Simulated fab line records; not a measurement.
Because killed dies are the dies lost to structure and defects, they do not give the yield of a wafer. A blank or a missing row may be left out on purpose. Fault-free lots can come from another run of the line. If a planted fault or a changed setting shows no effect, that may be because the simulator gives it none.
A struck lot beside a sound one ; flow sfqLine ; 21 out of 325 route steps
Sound: these wafers, L702.1, L702.2, L702.4. Struck: wafer L707.3 (left out: L707.1, L707.2 of the same lot, which were not struck); the cause appears at the end.
Each step with rows lists, per side, the tool, then ch with its chambers, then its first start. Under that, the readings that differ: sound wafers ; struck wafers ; difference of the means ; sigmas: that difference in standard deviations of wafers without a fault.
alike: readings with means less than 2 such deviations apart, plus words and numbers identical on both sides. not compared: withheld readings, readings lacking a value on some wafer, bounds such as >300 that could conceal the same value, and numbers that have no deviation in the record and whose values overlap.
The two part at a step that has a row with sigmas, a row that says differs or no value, or rows on one side only. Numbers that have no deviation but don't overlap get no sigmas and don't part them. Lack of a reading on every wafer of one side parts them only where that side has two or more wafers.

first, 2 steps without rows for these wafers: SFQ_TRILAYER_M3_LITHO_PEB_078 (peb time 60 s); SFQ_TRILAYER_M3_LITHO_DEVELOP_077 (time 60 s).
SFQ_M3_OVL_MEAS_921:
  sound on overlay-02 at day 45 14:22; struck on overlay-02 at day 47 05:28
  alike: M3_OVL
SFQ_TRILAYER_M3_BARC_OPEN_METAL_ETCH_100: etches BARC in O2, target depth 125 nm, time 41.7 s.
  sound on rieMetal-01 ch 0,1, day 45 14:24; struck on rieMetal-01 ch 0, day 47 05:29
  alike: drypumpMotorCurrentA, heBacksideLeakSccm, oesProductAu
  not compared: rfHoursCounterH
then, 1 step without rows for these wafers: SFQ_TRILAYER_M3_ETCH_METAL_ETCH_078 (etches Nb in Cl2/Ar, stops on SiO2, target depth 240 nm, time 120 s).
SFQ_TRILAYER_M3_STRIP_STRIP_079: strips in O2.
  sound on rieMetal-01 ch 0,1, day 45 14:35; struck on rieMetal-01 ch 0, day 47 05:41
  alike: drypumpMotorCurrentA, heBacksideLeakSccm, oesProductAu, platenTempC
  not compared: rfHoursCounterH
then, 1 step without rows for these wafers: SFQ_TRILAYER_M3_STRIP_SOLV_CLEAN_080 (cleans in NMP, time 600 s).
SFQ_TRILAYER_I3_DEP_PECVD_081: deposits SiO2 from SiH4/N2O, time 111.11 s, target thk 500 nm.
  sound on pecvd-04 ch 1,2, day 45 15:22; struck on pecvd-04 ch 1, day 47 06:27
  alike: heaterPowerW, susceptorTempC, throttleValvePct
SFQ_TRILAYER_I3_CMP_CMP_082: polishes SiO2.
  sound on cmp-02 ch 1,2,3, day 46 04:14; struck on cmp-02 ch 1, day 48 15:44
  alike: motorCurrentA, platenRpm, timeToEndpointS
SFQ_I3_BOW_MEAS_922:
  sound on filmMetro-03 at day 46 06:44; struck on filmMetro-04 at day 48 18:44
  alike: I3_BOW
then, 2 steps without rows for these wafers: SFQ_TRILAYER_I3_METRO_MEASURE_083; SFQ_TRILAYER_I3_VIA_LITHO_COAT_090 (resist thk 62 nm).
SFQ_TRILAYER_I3_VIA_LITHO_COAT_085: resist thk 650 nm.
  sound on lithoTrack-02 ch 0, day 46 08:21; struck on lithoTrack-01 ch 0, day 48 20:21
reading;sound;struck;difference;sigmas
model.KrF_of_TRILAYER_I3_VIA_LITHO_COAT_085.thkNm (nm);651 651.4 649.6;666.7;+16.0;
then, 4 steps without rows for these wafers: SFQ_TRILAYER_I3_VIA_LITHO_SOFTBAKE_089; SFQ_TRILAYER_I3_VIA_LITHO_EXPOSE_086 (exposes mask I3, target cd 500 nm); SFQ_TRILAYER_I3_VIA_LITHO_PEB_088 (peb time 60 s); SFQ_TRILAYER_I3_VIA_LITHO_DEVELOP_087 (time 60 s).
-- the record jumps here: 4 days lie between the struck wafers' starts before and after --
SFQ_I3_OVL_MEAS_923:
  sound on overlay-02 at day 46 16:41; struck on overlay-02 at day 53 02:08
  alike: I3_OVL
SFQ_TRILAYER_I3_VIA_BARC_OPEN_VIA_ETCH_121: etches BARC in O2, target depth 125 nm, time 41.7 s.
  sound on rieDiel-03 ch 0,2, day 46 16:43; struck on rieDiel-04 ch 3, day 53 02:10
  alike: drypumpMotorCurrentA, oesProductAu
  not compared: rfHoursCounterH
SFQ_TRILAYER_I3_VIA_ETCH_VIA_ETCH_088: etches SiO2 in CHF3, stops on Nb, target depth 260 nm.
  sound on rieDiel-03 ch 0,2, day 46 16:45; struck on rieDiel-04 ch 3, day 53 02:14
reading;sound;struck;difference;sigmas
model.KrF_of_TRILAYER_I3_VIA_LITHO_COAT_085.thkNm (nm);527.5 527.4 526;544.6;+17.6;
  alike: drypumpMotorCurrentA, oesProductAu
then, 1 step without rows for these wafers: SFQ_TRILAYER_I3_VIA_STRIP_STRIP_089 (strips in O2).

== WHERE THEY PART ==
Nowhere in this record.

WHY: whatever the simulator had introduced
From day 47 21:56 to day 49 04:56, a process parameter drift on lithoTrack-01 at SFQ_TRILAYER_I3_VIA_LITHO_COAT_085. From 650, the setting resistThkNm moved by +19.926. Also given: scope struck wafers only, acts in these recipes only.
